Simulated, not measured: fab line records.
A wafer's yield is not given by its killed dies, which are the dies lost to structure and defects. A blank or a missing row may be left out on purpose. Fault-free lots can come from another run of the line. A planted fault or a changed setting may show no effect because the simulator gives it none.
Which tool did it? :: flow gf180mcu :: Sampling: 12 lots, 36 wafers, 3 of 602 route steps

== WHAT EACH GAUGE READ, for each wafer ==
GF_PSD_CD_MEAS_07 targets a cd of 400 nm. Usual: cd_nm at 400.2 nm, with a standard deviation of 2.
lot: L983
measured: day 14 19:17
on: cd_sem-02
cd_nm (nm): 401.3 403.5 404.2
flag: 

lot: L984
measured: day 15 03:13
on: cd_sem-01
cd_nm (nm): 402.7 401.1 400.9
flag: 

lot: L985
measured: day 15 13:17
on: cd_sem-01
cd_nm (nm): 397.7 397.1 401.1
flag: 

lot: L987
measured: day 16 08:02
on: cd_sem-01
cd_nm (nm): 397.1 397.0 397.4
flag: 

lot: L988
measured: day 16 14:17
on: cd_sem-02
cd_nm (nm): 398.8 401.0 402.1
flag: 

lot: L989
measured: day 17 03:26
on: cd_sem-02
cd_nm (nm): 401.4 404.0 398.6
flag: 

lot: L990
measured: day 17 09:39
on: cd_sem-01
cd_nm (nm): 401.7 402.8 401.0
flag: 

lot: L992
measured: day 18 04:25
on: cd_sem-01
cd_nm (nm): 399.5 398.7 400.2
flag: 

lot: L993
measured: day 18 07:12
on: cd_sem-01
cd_nm (nm): 402.8 400.4 402.5
flag: 

lot: L100
measured: day 21 00:37
on: cd_sem-02
cd_nm (nm): 398.3 402.3 400.7
flag: 

lot: L101
measured: day 21 09:23
on: cd_sem-01
cd_nm (nm): 400.5 402.7 401.9
flag: 

lot: L104
measured: day 22 12:06
on: cd_sem-02
cd_nm (nm): 398.6 399.6 399.2
flag: 

GF_SAB_CD_MEAS_09 targets a cd of 420 nm. Usual: cd_nm at 419.7 nm, with a standard deviation of 2.2.
lot: L983
measured: day 15 16:47
on: cd_sem-02
cd_nm (nm): 418.6 420.3 419.7
flag: 

lot: L984
measured: day 16 02:32
on: cd_sem-02
cd_nm (nm): 416.6 419.6 419.9
flag: 

lot: L985
measured: day 16 11:59
on: cd_sem-02
cd_nm (nm): 421.6 421.6 422.1
flag: 

lot: L987
measured: day 17 06:49
on: cd_sem-02
cd_nm (nm): 420.1 421.1 419.9
flag: 

lot: L988
measured: day 17 13:38
on: cd_sem-01
cd_nm (nm): 420.2 420.0 417.5
flag: 

lot: L989
measured: day 18 03:32
on: cd_sem-02
cd_nm (nm): 417.1 416.6 418.5
flag: 

lot: L990
measured: day 18 09:07
on: cd_sem-01
cd_nm (nm): 419.6 418.4 419.5
flag: 

lot: L992
measured: day 19 05:08
on: cd_sem-01
cd_nm (nm): 419.3 419.2 419.9
flag: 

lot: L993
measured: day 19 13:19
on: cd_sem-01
cd_nm (nm): 419.4 422.3 419.1
flag: 

lot: L100
measured: day 22 01:22
on: cd_sem-02
cd_nm (nm): 428.6 428.0 428.2
flag: OFF

lot: L101
measured: day 22 10:02
on: cd_sem-02
cd_nm (nm): 427.2 427.7 426.1
flag: OFF

lot: L104
measured: day 23 11:44
on: cd_sem-01
cd_nm (nm): 419.9 420.8 421.5
flag: 

== WHICH TOOL RAN EACH LOT (tool, then ch and the chambers of the sampled wafers, then the start) ==
lot: L983
GF_SAB_COAT_04: litho_track-02 ch 0, day 15 06:14

lot: L984
GF_SAB_COAT_04: litho_track-02 ch 0, day 15 15:14

lot: L985
GF_SAB_COAT_04: litho_track-02 ch 0, day 16 01:04

lot: L987
GF_SAB_COAT_04: litho_track-04 ch 0, day 16 19:20

lot: L988
GF_SAB_COAT_04: litho_track-04 ch 0, day 17 02:11

lot: L989
GF_SAB_COAT_04: litho_track-01 ch 0, day 17 15:37

lot: L990
GF_SAB_COAT_04: litho_track-02 ch 0, day 17 21:58

lot: L992
GF_SAB_COAT_04: litho_track-01 ch 0, day 18 16:53

lot: L993
GF_SAB_COAT_04: litho_track-02 ch 0, day 18 19:52

lot: L100
GF_SAB_COAT_04: litho_track-01 ch 0, day 21 13:16

lot: L101
GF_SAB_COAT_04: litho_track-01 ch 0, day 21 21:44

lot: L104
GF_SAB_COAT_04: litho_track-04 ch 0, day 23 00:03
- GF_SAB_COAT_04: resist thk 1000 nm.

== AS READ BY THE TOOLS THEMSELVES (means over the sampled wafers that have a number; for cases with no such wafer, the mark the record gives instead) ==
GF_SAB_COAT_04. Usual: resist_line_temp_C at 22.99 C, with a standard deviation of 0.097.
lot: L983
tool: litho_track-02
resist_line_temp_C (C): 22.92
flag: 

lot: L984
tool: litho_track-02
resist_line_temp_C (C): 23.06
flag: 

lot: L985
tool: litho_track-02
resist_line_temp_C (C): 22.99
flag: 

lot: L987
tool: litho_track-04
resist_line_temp_C (C): 22.98
flag: 

lot: L988
tool: litho_track-04
resist_line_temp_C (C): 23.11
flag: 

lot: L989
tool: litho_track-01
resist_line_temp_C (C): 22.96
flag: 

lot: L990
tool: litho_track-02
resist_line_temp_C (C): 22.91
flag: 

lot: L992
tool: litho_track-01
resist_line_temp_C (C): 22.95
flag: 

lot: L993
tool: litho_track-02
resist_line_temp_C (C): 23.06
flag: 

lot: L100
tool: litho_track-01
resist_line_temp_C (C): 22.97
flag: 

lot: L101
tool: litho_track-01
resist_line_temp_C (C): 22.97
flag: 

lot: L104
tool: litho_track-04
resist_line_temp_C (C): 23.01
flag: 

== THE ANSWER, worked out from the rows above alone ==
Rule: a lot is off if the mean of its wafers that have a number lies more than 3 standard deviations from the usual mean. Also off: a lot with no number at a reading for which 4 or more lots have one. All remaining lots with rows at the step are treated as sound. Order of review: gauges by route order, followed by the tools' own readings, for which a lot's mean as printed above is used. The first step at which some lot is off is used, and at that step the reading that is off furthest; a lot without a number counts as furthest.
Off, at GF_SAB_CD_MEAS_09 on cd_nm: L100, L101.
A tool fits if, at a process step before that reading, it ran every lot that is off, and no sound lot after the first of them. Gauges at GF_SAB_CD_MEAS_09: tried the same way as those tools. Can't be told from this: 2 tools fit, litho_track-01 at GF_SAB_COAT_04, cd_sem-02 at GF_SAB_CD_MEAS_09.

== WHAT HAD BEEN PUT IN BY THE SIMULATOR ==
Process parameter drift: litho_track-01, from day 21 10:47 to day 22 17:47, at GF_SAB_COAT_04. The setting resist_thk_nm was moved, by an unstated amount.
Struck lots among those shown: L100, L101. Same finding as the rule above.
